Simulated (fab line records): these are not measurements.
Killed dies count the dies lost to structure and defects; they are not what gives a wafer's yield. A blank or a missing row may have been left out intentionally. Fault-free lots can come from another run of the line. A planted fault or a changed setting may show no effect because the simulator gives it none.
What tool caused it? | flow gf180mcu | 33 wafers from 11 lots sampled at 4 of the route's 602 steps

WHAT THE GAUGES SHOWED, per wafer
GF_PSD_RS_MEAS_14: uses a four-point probe to measure.
lot  | measured     | on           | NSD_RS (ohm/sq)
L683 | day 13 23:52 | filmMetro-04 | 46.11 46.07 46.15
L684 | day 14 09:46 | filmMetro-02 | 46.19 46.24 46.05
L686 | day 15 02:52 | filmMetro-04 | 46.28 46.20 46.27
L687 | day 15 12:21 | filmMetro-04 | 46.19 46.16 46.14
L691 | day 17 01:02 | filmMetro-03 | 46.11 46.14 46.09
L692 | day 17 11:17 | filmMetro-02 | 46.08 46.18 46.14
L693 | day 18 05:31 | filmMetro-04 | 46.21 46.23 46.18
L695 | day 18 15:30 | filmMetro-04 | 46.12 46.17 46.22
L702 | day 21 00:37 | filmMetro-03 | 44.91 44.88 44.90 44.96 44.95 44.88
L703 | day 21 09:38 | filmMetro-03 | 44.85 44.85 44.80 44.98 44.89 44.85
L706 | day 22 11:58 | filmMetro-04 | 46.15 46.13 46.10

EACH LOT AND THE TOOL THAT RAN IT (in order: tool; ch and the chambers of the sampled wafers; start)
lot  | GF_HV_LDD_STRIP_49                  | GF_NSD_IMPLANT_09               | GF_NSD_STRIP_11
L683 | plasmaAsher-02 ch 0,1, day 12 03:04 | implanter-03 ch 0, day 13 03:04 | plasmaAsher-01 ch 0,1, day 13 03:22
L684 | plasmaAsher-03 ch 0,1, day 12 13:25 | implanter-01 ch 0, day 13 12:20 | plasmaAsher-01 ch 0,1, day 13 12:37
L686 | plasmaAsher-02 ch 0, day 13 06:31   | implanter-01 ch 0, day 14 05:37 | plasmaAsher-01 ch 1, day 14 05:55
L687 | plasmaAsher-03 ch 0,1, day 13 14:22 | implanter-03 ch 0, day 14 14:04 | plasmaAsher-01 ch 0,1, day 14 14:22
L691 | plasmaAsher-02 ch 0,1, day 15 00:40 | implanter-03 ch 0, day 16 01:55 | plasmaAsher-01 ch 0,1, day 16 02:12
L692 | plasmaAsher-01 ch 0,1, day 15 10:24 | implanter-04 ch 0, day 16 11:43 | plasmaAsher-04 ch 0,1, day 16 12:00
L693 | plasmaAsher-01 ch 1, day 16 03:55   | implanter-04 ch 0, day 17 05:31 | plasmaAsher-01 ch 0,1, day 17 05:49
L695 | plasmaAsher-01 ch 0,1, day 16 13:11 | implanter-03 ch 0, day 17 15:13 | plasmaAsher-04 ch 0,1, day 17 15:30
L702 | plasmaAsher-02 ch 0,1, day 18 20:01 | implanter-01 ch 0, day 19 23:36 | plasmaAsher-01 ch 0, day 19 23:52
L703 | plasmaAsher-03 ch 0,1, day 19 04:46 | implanter-01 ch 0, day 20 08:29 | plasmaAsher-01 ch 0,1, day 20 08:46
L706 | plasmaAsher-02 ch 0,1, day 20 08:58 | implanter-03 ch 0, day 21 11:37 | plasmaAsher-01 ch 0,1, day 21 11:55
- GF_HV_LDD_STRIP_49: strips in O2/N2.
- GF_NSD_IMPLANT_09
- GF_NSD_STRIP_11: strips in O2/N2.

THE ANSWER, worked out from the rows above alone
Rule: usual is defined by the lots themselves. The widest of any qualifying gaps counts: lots, ordered by their means at a reading, are off when they make up no more than a third of the lots, leave a main group of 4 or more, and stand apart from it by 3 or more times the standard deviation of that group's means. A main group is skipped when, at the precision printed for the reading in the tables above, its means are all equal. Also off: a lot with no number at a reading for which 4 or more lots have one. Where the step has rows for the other lots, those lots are counted as sound.
Off: at GF_PSD_RS_MEAS_14 (NSD_RS), L702, L703. For the main group the mean is 46.16 ohm/sq and the standard deviation 0.043.
A tool fits if, at a process step before that reading, it ran every lot that is off, and no sound lot after the first of them. Gauges at GF_PSD_RS_MEAS_14: tried the same way as those tools. Undecided on this evidence; 2 tools fit (implanter-01 at GF_NSD_IMPLANT_09, filmMetro-03 at GF_PSD_RS_MEAS_14).

WHAT THE SIMULATOR PUT IN
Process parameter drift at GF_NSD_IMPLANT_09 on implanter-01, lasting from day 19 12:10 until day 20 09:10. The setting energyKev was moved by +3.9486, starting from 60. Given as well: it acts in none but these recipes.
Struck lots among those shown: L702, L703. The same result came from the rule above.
